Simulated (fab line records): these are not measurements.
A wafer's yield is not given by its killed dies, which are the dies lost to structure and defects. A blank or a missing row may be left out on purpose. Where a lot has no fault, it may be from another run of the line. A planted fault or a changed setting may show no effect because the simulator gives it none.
Matching of chambers ; flow sky130 ; cmp-01 running SKY_VIA3_CMP_02: 4 sister chambers
The step polishes SiO2. 33 wafers are shown with their chamber, then 12 later ones without.

== WAFERS, EACH WITH ITS CHAMBER ==
wafer;chamber;motor current A (A)
L074.1;0;11.8
L074.2;1;12.2
L074.4;2;13.5
L075.3;0;11.6
L075.5;1;12.9
L075.6;2;13.6
L076.1;2;13.8
L076.2;0;11.4
L076.5;1;12.7
L077.2;3;12.2
L077.3;0;11.6
L077.6;0;11.9
L078.3;2;14.4
L078.5;3;12.6
L078.6;2;14.0
L080.2;1;12.9
L080.4;3;12.5
L080.6;0;12.4
L080.1;2;13.7
L080.3;0;12.1
L080.5;3;11.9
L081.3;2;14.1
L081.4;0;11.9
L081.5;2;14.4
L082.1;1;12.8
L082.3;2;13.9
L082.5;1;13.0
L084.1;3;11.4
L084.3;0;11.6
L084.4;2;14.1
L084.2;1;12.0
L084.5;3;12.5
L084.6;2;13.5

SIGNATURES (means of the wafers above)
reading;chamber 0;chamber 1;chamber 2;chamber 3;scatter within a chamber
motor current A;11.811;12.643;13.909;12.183;0.36
Rule: for each reading, subtract the chamber's mean from the wafer's reading, divide by that reading's scatter and square the result; add these up over the readings and take the root, which gives the wafer's distance from the chamber. If the next closest chamber is less than 2 further off than the closest, the wafer can't be placed; otherwise it belongs to the closest. The scatter is the square root of a quotient: the sum, over the shown wafers, of each reading's squared deviation from its chamber's mean, divided by wafers minus chambers.

== WAFERS WITH NO CHAMBER GIVEN ==
wafer;motor current A (A)
L085.3;12.2
L085.4;12.4
L085.5;13.4
L086.2;13.8
L086.4;13.2
L086.6;12.8
L093.3;13.3
L093.4;12.8
L093.5;12.4
L093.1;12.3
L093.2;12.2
L093.6;14.4

== WHICH CHAMBER EACH WENT THROUGH ==
wafer;from the rows above;in truth
L085.3;can't be placed: 3 or 0 or 1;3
L085.4;can't be placed: 3 or 1 or 0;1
L085.5;can't be placed: 2 or 1 or 3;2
L086.2;2;2
L086.4;can't be placed: 1 or 2 or 3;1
L086.6;can't be placed: 1 or 3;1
L093.3;can't be placed: 2 or 1 or 3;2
L093.4;can't be placed: 1 or 3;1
L093.5;can't be placed: 3 or 1 or 0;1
L093.1;can't be placed: 3 or 1 or 0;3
L093.2;can't be placed: 3 or 0 or 1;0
L093.6;2;2
Correct placement for 2 of the 12. These rows do not allow placing 10 (true chamber among the candidates in 10). Placed wrongly: 0.
